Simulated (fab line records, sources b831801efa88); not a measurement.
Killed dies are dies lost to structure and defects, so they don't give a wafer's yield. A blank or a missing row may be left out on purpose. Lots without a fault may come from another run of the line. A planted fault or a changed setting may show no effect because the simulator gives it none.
Which tool did it? | flow gf180mcu | 12 lots, 36 wafers sampled, at 5 steps of a route of 602

WHAT THE GAUGES READ, wafer by wafer
GF_MIM_THK_MEAS_06. Usual: MIM_CVD_05_THK 41.8 nm, standard deviation 0.52.
lot  | measured     | on            | MIM_CVD_05_THK (nm) | flag
L565 | day 24 16:40 | film_metro-04 | 40.9 41.1 42.0      |
L566 | day 25 04:47 | film_metro-01 | 42.2 41.3 42.6      |
L567 | day 25 08:10 | film_metro-03 | 41.2 41.8 41.1      |
L568 | day 25 17:50 | film_metro-01 | 41.7 42.6 42.6      |
L569 | day 26 08:44 | film_metro-04 | 41.3 42.0 41.7      |
L570 | day 26 16:24 | film_metro-04 | 42.7 42.8 42.0      |
L571 | day 26 22:13 | film_metro-03 | 41.4 42.0 41.5      |
L572 | day 27 07:24 | film_metro-03 | 41.1 41.4 41.7      |
L581 | day 29 15:26 | film_metro-04 | 41.4 42.2 42.3      |
L582 | day 29 23:58 | film_metro-03 | 41.6 42.0 41.7      |
L585 | day 30 14:34 | film_metro-01 | 41.4 41.9 42.8      |
L586 | day 31 01:00 | film_metro-01 | 42.1 41.8 42.5      |

GF_M5_CD_MEAS_07: target cd 280 nm. Usual: cd_nm 279.6 nm, standard deviation 1.2.
lot  | measured     | on        | cd_nm (nm)        | flag
L565 | day 26 10:58 | cd_sem-02 | 278.6 279.0 279.1 |
L566 | day 26 22:28 | cd_sem-01 | 281.4 281.0 279.9 |
L567 | day 27 02:00 | cd_sem-02 | 279.5 280.4 279.4 |
L568 | day 27 11:08 | cd_sem-02 | 278.4 277.4 279.3 |
L569 | day 28 01:26 | cd_sem-01 | 279.5 280.5 281.1 |
L570 | day 28 08:25 | cd_sem-02 | 279.1 280.4 280.6 |
L571 | day 28 15:19 | cd_sem-01 | 278.1 279.2 278.7 |
L572 | day 28 23:57 | cd_sem-02 | 277.8 278.9 279.5 |
L581 | day 31 04:08 | cd_sem-02 | 280.9 281.5 281.2 |
L582 | day 31 12:46 | cd_sem-01 | 281.2 280.4 280.4 |
L585 | day 32 01:36 | cd_sem-01 | 281.3 281.7 280.8 |
L586 | day 32 10:24 | cd_sem-01 | 279.5 279.8 280.2 |

GF_M5_OVL_MEAS_08. Usual: M5_OVL 3 nm, standard deviation 5.7.
lot  | measured     | on         | M5_OVL (nm) | flag
L565 | day 26 11:05 | overlay-01 | -1 1 3      |
L566 | day 26 22:35 | overlay-02 | 7 6 8       |
L567 | day 27 02:07 | overlay-01 | 3 6 7       |
L568 | day 27 11:15 | overlay-01 | 3 0 0       |
L569 | day 28 01:32 | overlay-02 | 0 2 -1      |
L570 | day 28 08:29 | overlay-01 | 5 3 4       |
L571 | day 28 15:26 | overlay-01 | -1 3 2      |
L572 | day 29 00:04 | overlay-02 | -5 0 -5     |
L581 | day 31 04:14 | overlay-02 | -9 3 -2     |
L582 | day 31 12:53 | overlay-01 | -5 -1 -6    |
L585 | day 32 01:43 | overlay-01 | 1 -3 2      |
L586 | day 32 10:31 | overlay-01 | 8 7 4       |

WHICH TOOL RAN EACH LOT (tool, then ch and the chambers of the sampled wafers, then the start)
lot  | GF_MIM_SPUTTER_07            | GF_MIM_METAL_ETCH_19
L565 | pvd_sputter-03, day 24 16:44 | rie_metal-03 ch 0,1, day 25 13:54
L566 | pvd_sputter-04, day 25 04:50 | rie_metal-03 ch 1, day 26 02:07
L567 | pvd_sputter-03, day 25 08:14 | rie_metal-03 ch 1, day 26 05:24
L568 | pvd_sputter-01, day 25 17:53 | rie_metal-04 ch 0,1, day 26 13:48
L569 | pvd_sputter-01, day 26 08:47 | rie_metal-04 ch 0,1, day 27 04:55
L570 | pvd_sputter-01, day 26 16:26 | rie_metal-02 ch 0,1, day 27 12:13
L571 | pvd_sputter-01, day 26 22:17 | rie_metal-02 ch 0,1, day 27 18:57
L572 | pvd_sputter-01, day 27 07:28 | rie_metal-03 ch 0,1, day 28 03:45
L581 | pvd_sputter-03, day 29 15:29 | rie_metal-04 ch 0,1, day 30 10:11
L582 | pvd_sputter-01, day 30 00:02 | rie_metal-04 ch 0,1, day 30 18:03
L585 | pvd_sputter-01, day 30 14:38 | rie_metal-02 ch 0,1, day 31 08:00
L586 | pvd_sputter-01, day 31 01:04 | rie_metal-04 ch 0,1, day 31 18:25
- GF_MIM_SPUTTER_07: material TiN, target thk 60 nm, time 50 s.
- GF_MIM_METAL_ETCH_19: etches the open film in Cl2/BCl3, stops on Si3N4, target depth 324.5 nm, time 54.1 s.

WHAT THE TOOLS THEMSELVES READ (means of the sampled wafers that have a number; where no wafer has one, the mark that the record gives instead)
GF_MIM_SPUTTER_07. Usual: cathode_dc_power_W 6499.8 W, standard deviation 1.1; throttle_valve_pct 30.0 %, standard deviation 0.75.
lot  | tool           | cathode_dc_power_W (W) | throttle_valve_pct (%) | flag
L565 | pvd_sputter-03 | 6499.3                 | 30.2                   |
L566 | pvd_sputter-04 | 6500.4                 | 29.6                   |
L567 | pvd_sputter-03 | 6500.1                 | 29.6                   |
L568 | pvd_sputter-01 | 6499.7                 | 30.4                   |
L569 | pvd_sputter-01 | 6499.9                 | 30.5                   |
L570 | pvd_sputter-01 | 6501.0                 | 29.7                   |
L571 | pvd_sputter-01 | 6499.6                 | 29.7                   |
L572 | pvd_sputter-01 | 6499.6                 | 30.3                   |
L581 | pvd_sputter-03 | 6499.5                 | 30.0                   |
L582 | pvd_sputter-01 | 6501.1                 | 30.2                   |
L585 | pvd_sputter-01 | 6499.4                 | 30.0                   |
L586 | pvd_sputter-01 | 6500.0                 | 30.3                   |

GF_MIM_METAL_ETCH_19. Usual: chamber_pressure_mTorr 8.000 mTorr, standard deviation 0.0071; drypump_motor_current_A 5.7 A, standard deviation 0.49; oes_product_au 0.944 a.u., standard deviation 0.0059; throttle_valve_pct 28.281 %, standard deviation 0.011.
lot  | tool         | chamber_pressure_mTorr (mTorr) | drypump_motor_current_A (A) | oes_product_au (a.u.) | throttle_valve_pct (%) | flag
L565 | rie_metal-03 | 8.001                          | 5.8                         | 0.944                 | 28.279                 |
L566 | rie_metal-03 | 8.003                          | 5.4                         | 0.945                 | 28.283                 |
L567 | rie_metal-03 | 8.002                          | 5.4                         | 0.945                 | 28.287                 |
L568 | rie_metal-04 | 8.006                          | 5.6                         | 0.945                 | 28.272                 |
L569 | rie_metal-04 | 8.003                          | 5.6                         | 0.945                 | 28.283                 |
L570 | rie_metal-02 | 8.003                          | 5.1                         | 0.897                 | 28.326                 | OFF
L571 | rie_metal-02 | 8.000                          | 5.1                         | 0.892                 | 28.312                 | OFF
L572 | rie_metal-03 | 8.000                          | 6.2                         | 0.903                 | 28.331                 | OFF
L581 | rie_metal-04 | 8.000                          | 5.6                         | 0.946                 | 28.276                 |
L582 | rie_metal-04 | 7.990                          | 5.7                         | 0.942                 | 28.287                 |
L585 | rie_metal-02 | 8.004                          | 5.4                         | 0.938                 | 28.281                 |
L586 | rie_metal-04 | 7.996                          | 5.6                         | 0.941                 | 28.294                 |

THE ANSWER, worked out from the rows above alone
Rule: a lot is off if the mean of its wafers that have a number lies more than 3 standard deviations from the usual mean. A lot without any number at a reading at which 4 lots or more have one is off too. The other lots that the step has rows for count as sound. The gauges are gone through in route order, then the tools' own readings, and for those a lot's mean is taken as printed above. The first step at which some lot is off is used, and at that step the reading that is off furthest; a lot without a number counts as furthest.
Off: L570, L571, L572, at GF_MIM_METAL_ETCH_19 (oes_product_au).
A tool fits if, at that step or a process step before it, it ran every lot that is off, and no sound lot after the first of them. None of those tried fits.

WHAT THE SIMULATOR HAD PUT IN
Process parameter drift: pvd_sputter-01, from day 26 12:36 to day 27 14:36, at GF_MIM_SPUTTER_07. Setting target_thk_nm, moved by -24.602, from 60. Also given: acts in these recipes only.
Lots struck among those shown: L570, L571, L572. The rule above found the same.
